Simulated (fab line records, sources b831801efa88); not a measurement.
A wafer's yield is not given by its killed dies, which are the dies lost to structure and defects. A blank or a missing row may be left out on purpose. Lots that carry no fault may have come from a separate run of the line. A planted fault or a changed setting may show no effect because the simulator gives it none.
fab line records	flow sky130
record lots=12	wafers=36	last_day=50
route steps=708 shown LOCAL_INTERCONNECT@388 CONTACT@409 VIA1@458 PAD_OPEN@708
lots that met no fault: from a run of the same line without faults
start_h: the number of hours between the record's first day and the start of the first shown wafer of the lot	wait_h: hours elapsed since this lot's preceding step	" unchanged from the row above	L1.1+2: one row covering several wafers at once	- either no value or no given start	* or withheld: withheld	< > ~ a bound
route shown NAME@n: names a module that has steps shown in the file, with the first one's number in the route	usual: mean/standard deviation taken from wafers without a fault	same: alike in all rows	chamber/n: place in a boat	sites: readings site by site	_std_site: the standard deviation of these	_edge_site: outer sites' mean less inner sites'	radius_mm: how far each site lies from the wafer's centre	mask NAME#n: copy n	behind: the most recent tool/chamber to have shaped the wafer	hold: what put the lot on hold/how long, in hours/how the hold closed	device: names the non-switching transistor (n, p or np)	end of line: the tests these same wafers got at the end of their route	a step with no rows: only its recipe	killed: dies that structure and defects cost at the first sort, which is not the same as the wafer's yield	map: per-die view of a wafer (x killed, . not killed, _ where there is no die)
set.NAME: the setting as run; set.NAME@STEP: as run at that earlier step	model.NAME: the simulator's own value behind a step, which no gauge read
a sample of lots followed through the steps of the route, with each step as a table and each wafer as a row
services: a tool's chamber out of use, with start hour (start_h, from the record's first day; less than 0 if before it), hours out, and reason
## steps
# step SKY_LOCAL_INTERCONNECT_RS_MEAS_01
# recipe thk_meas_gauge=four-point-probe	reads=TiN_of_LOCAL_INTERCONNECT_SPUTTER_00
# usual LOCAL_INTERCONNECT_TIN_RS=14.23/0.13
lot.wafer	tool	chamber	start_h	wait_h	LOCAL_INTERCONNECT_TIN_RS[ohm/sq]
L691.3	film_metro-03	-	697.31	0.1	14.36
L691.4	"	-	"	"	14.38
L691.6	"	-	"	"	14.25
L690.1	film_metro-02	-	701.49	0.0	13.88
L690.2	"	-	"	"	13.92
L690.4	"	-	"	"	13.94
L693.2	film_metro-01	-	701.75	0.1	14.39
L693.5	"	-	"	"	14.33
L693.6	"	-	"	"	14.28
L694.1	film_metro-03	-	721.37	0.0	14.20
L694.2	"	-	"	"	14.25
L694.6	"	-	"	"	14.33
L695.3	film_metro-02	-	729.20	0.1	14.33
L695.4	"	-	"	"	14.21
L695.6	"	-	"	"	14.27
L704.1	film_metro-01	-	790.34	0.0	14.13
L704.5	"	-	"	"	14.36
L704.6	"	-	"	"	14.17
L705.1	film_metro-01	-	794.26	0.0	14.23
L705.3	"	-	"	"	14.37
L705.6	"	-	"	"	14.42
L706.3	film_metro-01	-	804.71	0.1	14.22
L706.4	"	-	"	"	13.99
L706.6	"	-	"	"	14.10
L707.1	film_metro-01	-	813.00	0.0	14.24
L707.4	"	-	"	"	14.32
L707.5	"	-	"	"	14.28
L708.2	film_metro-03	-	817.27	0.1	14.02
L708.5	"	-	"	"	14.16
L708.6	"	-	"	"	14.09
L709.1	film_metro-01	-	836.27	0.0	14.22
L709.2	"	-	"	"	14.10
L709.6	"	-	"	"	14.28
L711.2	film_metro-02	-	854.44	0.1	14.46
L711.5	"	-	"	"	14.35
L711.6	"	-	"	"	14.38
# step SKY_CONTACT_THK_MEAS_03
# recipe reads=SiO2_of_CONTACT_HDPCVD_02
# usual CONTACT_HDPCVD_THK=564/5.5
lot.wafer	tool	chamber	start_h	wait_h	CONTACT_HDPCVD_THK[nm]
L691.3	film_metro-01	-	725.04	0.1	565
L691.4	"	-	"	"	570
L691.6	"	-	"	"	572
L690.1	film_metro-02	-	729.51	0.0	564
L690.2	"	-	"	"	569
L690.4	"	-	"	"	568
L693.2	film_metro-01	-	730.52	0.0	555
L693.5	"	-	"	"	549
L693.6	"	-	"	"	559
L694.1	film_metro-02	-	749.86	0.0	565
L694.2	"	-	"	"	567
L694.6	"	-	"	"	572
L695.3	film_metro-02	-	757.38	0.1	560
L695.4	"	-	"	"	570
L695.6	"	-	"	"	566
L704.1	film_metro-04	-	817.51	0.0	567
L704.5	"	-	"	"	569
L704.6	"	-	"	"	563
L705.1	film_metro-01	-	821.61	0.0	555
L705.3	"	-	"	"	561
L705.6	"	-	"	"	558
L706.3	film_metro-04	-	832.28	0.1	574
L706.4	"	-	"	"	559
L706.6	"	-	"	"	562
L707.1	film_metro-02	-	839.67	0.0	557
L707.4	"	-	"	"	557
L707.5	"	-	"	"	563
L708.2	film_metro-01	-	844.06	0.0	564
L708.5	"	-	"	"	558
L708.6	"	-	"	"	564
L709.1	film_metro-01	-	862.72	0.0	566
L709.2	"	-	"	"	565
L709.6	"	-	"	"	569
L711.2	film_metro-02	-	881.68	0.0	566
L711.5	"	-	"	"	563
L711.6	"	-	"	"	568
# step SKY_CONTACT_OVL_MEAS_15
# usual CONTACT_OVL=-1/5.5
lot.wafer	tool	chamber	start_h	wait_h	CONTACT_OVL[nm]
L691.3	overlay-02	-	752.87	0.1	-1
L691.4	"	-	"	"	1
L691.6	"	-	"	"	-2
L690.1	overlay-02	-	757.60	0.1	-4
L690.2	"	-	"	"	-7
L690.4	"	-	"	"	-7
L693.2	overlay-02	-	758.76	0.1	-4
L693.5	"	-	"	"	-13
L693.6	"	-	"	"	-11
L694.1	overlay-01	-	777.85	0.1	1
L694.2	"	-	"	"	1
L694.6	"	-	"	"	1
L695.3	overlay-02	-	784.82	0.1	-6
L695.4	"	-	"	"	1
L695.6	"	-	"	"	-7
L704.1	overlay-02	-	844.60	0.1	-1
L704.5	"	-	"	"	-1
L704.6	"	-	"	"	6
L705.1	overlay-01	-	847.80	0.1	7
L705.3	"	-	"	"	11
L705.6	"	-	"	"	1
L706.3	overlay-01	-	857.87	0.1	3
L706.4	"	-	"	"	-6
L706.6	"	-	"	"	-4
L707.1	overlay-01	-	865.76	0.1	4
L707.4	"	-	"	"	2
L707.5	"	-	"	"	-1
L708.2	overlay-02	-	870.66	0.1	-8
L708.5	"	-	"	"	-10
L708.6	"	-	"	"	-11
L709.1	overlay-02	-	888.46	0.1	-1
L709.2	"	-	"	"	3
L709.6	"	-	"	"	0
L711.2	overlay-02	-	907.56	0.1	-2
L711.5	"	-	"	"	7
L711.6	"	-	"	"	3
# step SKY_VIA1_HDPCVD_00
# recipe material=SiO2	target_thk_nm=1030	sigma_open_frac=0.3	time_s=171.7	temp_c=400	sih4_flow_sccm=60	pressure_mtorr=6
# usual susceptor_temp_C=400.02/0.21
lot.wafer	tool	chamber	start_h	wait_h	susceptor_temp_C
L691.3	hdpcvd-02	0	782.57	0.0	399.75
L691.4	"	1	"	"	400.34
L691.6	"	2	"	"	400.12
L690.1	hdpcvd-02	0	786.61	0.0	400.12
L690.2	"	2	"	"	400.14
L690.4	"	1	"	"	399.86
L693.2	hdpcvd-01	1	787.57	0.0	400.06
L693.5	"	2	"	"	399.75
L693.6	"	0	"	"	399.73
L694.1	hdpcvd-01	2	807.42	0.0	400.16
L694.2	"	1	"	"	400.01
L694.6	"	0	"	"	400.09
L695.3	hdpcvd-01	0	813.91	0.0	399.79
L695.4	"	0	"	"	399.91
L695.6	"	1	"	"	400.27
L704.1	hdpcvd-01	2	873.38	0.0	399.57
L704.5	"	2	"	"	399.60
L704.6	"	0	"	"	399.95
L705.1	hdpcvd-01	1	876.34	0.0	400.07
L705.3	"	2	"	"	399.90
L705.6	"	1	"	"	400.05
L706.3	hdpcvd-02	0	885.58	0.1	400.41
L706.4	"	2	"	"	400.01
L706.6	"	0	"	"	400.02
L707.1	hdpcvd-02	1	893.27	0.0	400.10
L707.4	"	0	"	"	399.89
L707.5	"	1	"	"	400.04
L708.2	hdpcvd-02	1	898.36	0.0	399.82
L708.5	"	2	"	"	400.21
L708.6	"	0	"	"	399.69
L709.1	hdpcvd-01	2	915.57	0.0	400.01
L709.2	"	1	"	"	399.94
L709.6	"	1	"	"	400.14
L711.2	hdpcvd-01	1	935.29	0.0	400.34
L711.5	"	1	"	"	400.30
L711.6	"	2	"	"	399.89
# step SKY_VIA1_THK_MEAS_01
# recipe reads=SiO2_of_VIA1_HDPCVD_00
# usual VIA1_HDPCVD_THK=1034/11
lot.wafer	tool	chamber	start_h	wait_h	hold	VIA1_HDPCVD_THK[nm]
L691.3	film_metro-01	-	782.70	0.1	-	1054
L691.4	"	-	"	"	-	1041
L691.6	"	-	"	"	-	1044
L690.1	film_metro-01	-	786.73	0.1	-	1031
L690.2	"	-	"	"	-	1053
L690.4	"	-	"	"	-	1054
L693.2	film_metro-01	-	787.69	0.1	-	1023
L693.5	"	-	"	"	-	1033
L693.6	"	-	"	"	-	1025
L694.1	film_metro-01	-	807.53	0.1	await_dispo/0.2h/release	745
L694.2	"	-	"	"	await_dispo/0.2h/release	1035
L694.6	"	-	"	"	await_dispo/0.2h/release	1030
L694.1	film_metro-01	-	807.76	0.2	-	746
L694.2	"	-	"	"	-	1036
L694.6	"	-	"	"	-	1030
L695.3	film_metro-04	-	814.05	0.1	await_dispo/0.2h/release	1042
L695.4	"	-	"	"	await_dispo/0.2h/release	740
L695.6	"	-	"	"	await_dispo/0.2h/release	1027
L695.3	film_metro-04	-	814.27	0.2	-	1042
L695.4	"	-	"	"	-	740
L695.6	"	-	"	"	-	1027
L704.1	film_metro-03	-	873.49	0.1	-	1042
L704.5	"	-	"	"	-	1025
L704.6	"	-	"	"	-	1031
L705.1	film_metro-01	-	876.46	0.1	-	1025
L705.3	"	-	"	"	-	1024
L705.6	"	-	"	"	-	1021
L706.3	film_metro-04	-	885.71	0.1	-	1019
L706.4	"	-	"	"	-	1036
L706.6	"	-	"	"	-	1031
L707.1	film_metro-04	-	893.39	0.1	-	1047
L707.4	"	-	"	"	-	1042
L707.5	"	-	"	"	-	1039
L708.2	film_metro-03	-	898.48	0.1	-	1031
L708.5	"	-	"	"	-	1035
L708.6	"	-	"	"	-	1039
L709.1	film_metro-04	-	915.68	0.1	-	1034
L709.2	"	-	"	"	-	1033
L709.6	"	-	"	"	-	1020
L711.2	film_metro-01	-	935.41	0.1	-	1021
L711.5	"	-	"	"	-	1016
L711.6	"	-	"	"	-	1035
# step SKY_PAD_OPEN_PROBE_99
# usual defect_limited_yield=82.5/1.9	killed_at_M0_to_M3=44/7.2	killed_at_M4_up=3.1/1.7	killed_at_contacts=25/5.1	killed_at_front_end=14/4.6	killed_at_other=0.3/0.59	killed_dies=86/9.6	killed_open=47/7.4	killed_short=39/6	sort_bin_3_pad_short=0.8/0.4	sort_bin_5_function=10.4/1.5	sort_bin_6_memory=6.2/1.1	sort_n_pass=406/9.6	sort_yield_pct=82.5/1.9
# same gross_dies=492	killed_at_back_side=0	sort_bin_4_leakage[%]=0	sort_bin_8_speed[%]=0
lot.wafer	tool	chamber	start_h	wait_h	defect_limited_yield[%]	killed_at_M0_to_M3	killed_at_M4_up	killed_at_contacts	killed_at_front_end	killed_at_other	killed_dies	killed_open	killed_short	sort_bin_3_pad_short[%]	sort_bin_5_function[%]	sort_bin_6_memory[%]	sort_n_pass	sort_yield_pct[%]
L708.2	prober-01	-	1171.74	0.1	85.8	39	1	18	12	0	70	41	29	0.4	9.3	4.5	422	85.8
L708.6	prober-01	-	1171.94	0.2	81.9	47	6	25	11	0	89	46	43	1.0	10.6	6.5	403	81.9
# killed by level:class
L708.2 VIA1:geometric_particle:open=12 CONTACT:geometric_particle:open=8 VIA3:geometric_particle:open=6 FIELD_ISO:geometric_particle:short=4 LI_CONTACT:geometric_particle:open=4 METAL1:geometric_particle:short=4 VIA3:geometric_particle:short=4 POLY_CUT:geometric_particle:open=3
L708.6 VIA1:geometric_particle:open=13 VIA3:geometric_particle:open=12 CONTACT:geometric_particle:open=8 METAL2:geometric_particle:short=7 LOCAL_INTERCONNECT:geometric_particle:short=6 METAL4:geometric_particle:short=6 LI_CONTACT:geometric_particle:short=5 METAL1:geometric_particle:short=5
## services
tool	chamber	start_h	hours	kind
hdpcvd-01	0	789.09	5.3	repair
hdpcvd-02	1	864.52	26.8	repair
## key
first_sign step=SKY_VIA1_THK_MEAS_01	reading=visit	direction=added
effect step=SKY_VIA1_THK_MEAS_01	reading=VIA1_HDPCVD_THK	direction=down	sigmas=28	usual=1034	struck=743
met_at SKY_VIA1_HDPCVD_00
struck_lots L694,L695
struck_wafers L694.1,L695.4
not_acting_at SKY_LOCAL_INTERCONNECT_RS_MEAS_01,SKY_CONTACT_THK_MEAS_03,SKY_CONTACT_OVL_MEAS_15
onset_between 787.57 807.42
fault kind=process_parameter_drift	tool=hdpcvd-01	chamber=-	onset_h=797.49	steps=SKY_VIA1_HDPCVD_00	channel=target_thk_nm	offset=-297.41	shape=step	end_h=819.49	scope=struck_wafers_only	acts_in=these_recipes_only	stated=1030
